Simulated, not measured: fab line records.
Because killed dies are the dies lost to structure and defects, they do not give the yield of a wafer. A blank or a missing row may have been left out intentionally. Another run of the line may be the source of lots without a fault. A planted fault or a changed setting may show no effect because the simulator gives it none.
Matching of chambers | flow sky130 | SKY_CONTACT_CMP_04 on cmp-02: 4 sister chambers
The step polishes SiO2. 8 wafers are shown with their chamber, then 12 later ones without.

## WAFERS, EACH WITH ITS CHAMBER
wafer  | chamber | motorCurrentA (A) | timeToEndpointS (s)
L083.1 | 2       | 10.1              | 90
L083.3 | 1       | 11.2              | 81
L083.5 | 2       | 9.8               | 87
L083.4 | 0       | 13.4              | 87
L083.6 | 3       | 11.6              | 83
L086.1 | 1       | 10.9              | 82
L086.3 | 0       | 13.0              | 84
L086.4 | 3       | 11.0              | 80

## WAFERS WITH NO CHAMBER GIVEN
wafer  | motorCurrentA (A) | timeToEndpointS (s)
L086.2 | 9.8               | 82
L086.5 | 10.2              | 86
L086.6 | 11.0              | 87
L087.3 | 10.3              | 91
L087.4 | 11.5              | 86
L087.6 | 11.7              | 85
L088.1 | 10.1              | 82
L088.2 | 11.6              | 83
L088.4 | 13.5              | 87
L094.3 | 9.4               | 84
L094.4 | 13.7              | 83
L094.5 | 9.9               | 80

## EACH ONE'S CHAMBER
wafer  | from the rows above          | in truth
L086.2 | can't be placed: 2 or 1 or 3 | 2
L086.5 | 2                            | 2
L086.6 | can't be placed: 1 or 3 or 2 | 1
L087.3 | 2                            | 2
L087.4 | can't be placed: 3 or 1      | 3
L087.6 | can't be placed: 3 or 1      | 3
L088.1 | can't be placed: 1 or 2 or 3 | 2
L088.2 | can't be placed: 3 or 1      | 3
L088.4 | 0                            | 0
L094.3 | 2                            | 2
L094.4 | 0                            | 0
L094.5 | can't be placed: 1 or 2 or 3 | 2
Correct placement for 5 of the 12. Not placeable from these rows: 7 (in 7, the candidates include the true chamber). Wrongly placed: 0.
How it was worked out, from the rows above alone: a wafer's distance from a chamber is the root of the sum, over the readings, of the square of ((its reading less the chamber's mean) divided by the reading's scatter). If the next closest chamber is less than 2 further off than the closest, the wafer can't be placed; otherwise it belongs to the closest. For every chamber, the mean is computed from those of its wafers that are shown. The scatter: take each reading less its chamber's mean, square it, sum over the shown wafers, divide by the number of wafers less the number of chambers, and take the root.
